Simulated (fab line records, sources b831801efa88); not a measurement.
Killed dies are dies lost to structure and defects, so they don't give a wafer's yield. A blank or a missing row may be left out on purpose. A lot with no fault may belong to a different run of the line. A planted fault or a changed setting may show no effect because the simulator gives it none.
Commonality check across tools :: flow sky130 :: Lots sampled 12, wafers sampled 36

WHY THIS WAS OPENED
Of 12 lots, 3 have the reading LI_CONTACT_W_RS flagged at SKY_LI_CONTACT_RS_MEAS_22. Wafers without a fault read 0.285 ohm/sq, standard deviation 0.0037.
Rule: flag the lot when none of its wafers has a number, or when each of its wafers that has one lies beyond 4 standard deviations from that mean. The other lots count as sound.

lot: L524
measured: day 26 22:24
on: filmMetro-01
LI_CONTACT_W_RS (ohm/sq), wafer by wafer: 0.291 0.291 0.282
flag: 

lot: L528
measured: day 28 03:47
on: filmMetro-01
LI_CONTACT_W_RS (ohm/sq), wafer by wafer: 0.290 0.289 0.283
flag: 

lot: L530
measured: day 28 15:58
on: filmMetro-04
LI_CONTACT_W_RS (ohm/sq), wafer by wafer: 0.283 0.285 0.286
flag: 

lot: L531
measured: day 29 01:16
on: filmMetro-04
LI_CONTACT_W_RS (ohm/sq), wafer by wafer: 0.285 0.287 0.282
flag: 

lot: L538
measured: day 30 19:26
on: filmMetro-01
LI_CONTACT_W_RS (ohm/sq), wafer by wafer: 0.284 0.285 0.289
flag: 

lot: L540
measured: day 31 15:26
on: filmMetro-02
LI_CONTACT_W_RS (ohm/sq), wafer by wafer: 25.212 25.499 25.145
flag: FLAGGED

lot: L543
measured: day 39 12:44
on: filmMetro-04
LI_CONTACT_W_RS (ohm/sq), wafer by wafer: 0.292 0.290 0.280
flag: 

lot: L541
measured: day 39 16:55
on: filmMetro-04
LI_CONTACT_W_RS (ohm/sq), wafer by wafer: 25.380 25.410 25.533
flag: FLAGGED

lot: L542
measured: day 39 18:40
on: filmMetro-02
LI_CONTACT_W_RS (ohm/sq), wafer by wafer: 25.087 25.466 25.659
flag: FLAGGED

lot: L544
measured: day 39 19:18
on: filmMetro-01
LI_CONTACT_W_RS (ohm/sq), wafer by wafer: 0.276 0.290 0.283
flag: 

lot: L545
measured: day 39 20:19
on: filmMetro-04
LI_CONTACT_W_RS (ohm/sq), wafer by wafer: 0.283 0.278 0.279
flag: 

lot: L546
measured: day 39 22:20
on: filmMetro-04
LI_CONTACT_W_RS (ohm/sq), wafer by wafer: 0.292 0.283 0.285
flag: 
Flagged lots average 25.377 ohm/sq: +25.092 ohm/sq relative to the usual, that is +99 or more standard deviations.

WHICH TOOL EACH LOT WENT THROUGH
The record keeps 1 process step preceding the reading, out of 708 steps on the route. Cell contents, in order: the tool; ch with the chambers the sampled wafers went through; the start.
lot: L524
flag: 
SKY_LI_CONTACT_CVD_21: cvdW-01 ch 0,1, day 26 22:17

lot: L528
flag: 
SKY_LI_CONTACT_CVD_21: cvdW-01 ch 0,1, day 28 03:39

lot: L530
flag: 
SKY_LI_CONTACT_CVD_21: cvdW-01 ch 0,1, day 28 15:50

lot: L531
flag: 
SKY_LI_CONTACT_CVD_21: cvdW-02 ch 1, day 29 01:02

lot: L538
flag: 
SKY_LI_CONTACT_CVD_21: cvdW-01 ch 0,1, day 30 19:18

lot: L540
flag: FLAGGED
SKY_LI_CONTACT_CVD_21: cvdW-01 ch 1, day 31 15:18

lot: L543
flag: 
SKY_LI_CONTACT_CVD_21: cvdW-01 ch 0,1, day 39 12:35

lot: L541
flag: FLAGGED
SKY_LI_CONTACT_CVD_21: cvdW-01 ch 0,1, day 39 16:46

lot: L542
flag: FLAGGED
SKY_LI_CONTACT_CVD_21: cvdW-01 ch 0, day 39 18:31

lot: L544
flag: 
SKY_LI_CONTACT_CVD_21: cvdW-01 ch 0,1, day 39 19:09

lot: L545
flag: 
SKY_LI_CONTACT_CVD_21: cvdW-01 ch 0,1, day 39 20:10

lot: L546
flag: 
SKY_LI_CONTACT_CVD_21: cvdW-02 ch 0,1, day 39 22:11
What is done by these steps:
- SKY_LI_CONTACT_CVD_21: deposits W, target thk 400 nm, time 120.56 s.
- SKY_LI_CONTACT_RS_MEAS_22: measures by four-point-probe.

FLAGGED OVER TOTAL, TOOL BY TOOL (the gauges that took the reading come last)
step: SKY_LI_CONTACT_CVD_21
tool: cvdW-01
lots run: 10
flagged: 3
share of the flagged lots: all
sound lots run after its first flagged lot: 3 (L543,L544,L545)

step: SKY_LI_CONTACT_CVD_21
tool: cvdW-02
lots run: 2
flagged: 0
share of the flagged lots: none
sound lots run after its first flagged lot: -

step: SKY_LI_CONTACT_RS_MEAS_22
tool: filmMetro-01
lots run: 4
flagged: 0
share of the flagged lots: none
sound lots run after its first flagged lot: -

step: SKY_LI_CONTACT_RS_MEAS_22
tool: filmMetro-02
lots run: 2
flagged: 2
share of the flagged lots: some
sound lots run after its first flagged lot: 0

step: SKY_LI_CONTACT_RS_MEAS_22
tool: filmMetro-04
lots run: 6
flagged: 1
share of the flagged lots: some
sound lots run after its first flagged lot: 2 (L545,L546)

WHAT THE TABLE ALLOWS
1 row of the table ran every flagged lot: cvdW-01 at SKY_LI_CONTACT_CVD_21.
- cvdW-01 at SKY_LI_CONTACT_CVD_21 ran 10 lots, 3 of them flagged. After the first flagged lot (L543, L544, L545), sound lots still ran on it; a lasting fault on the whole tool would not permit that. On the flagged lots its readings are blank where sound lots have values: chamberPressureTorr, heaterPowerOuterW, heaterPowerW.
Not one row of the table ran every flagged lot while running no sound lot after the first.

WHAT THE SIMULATOR PUT IN
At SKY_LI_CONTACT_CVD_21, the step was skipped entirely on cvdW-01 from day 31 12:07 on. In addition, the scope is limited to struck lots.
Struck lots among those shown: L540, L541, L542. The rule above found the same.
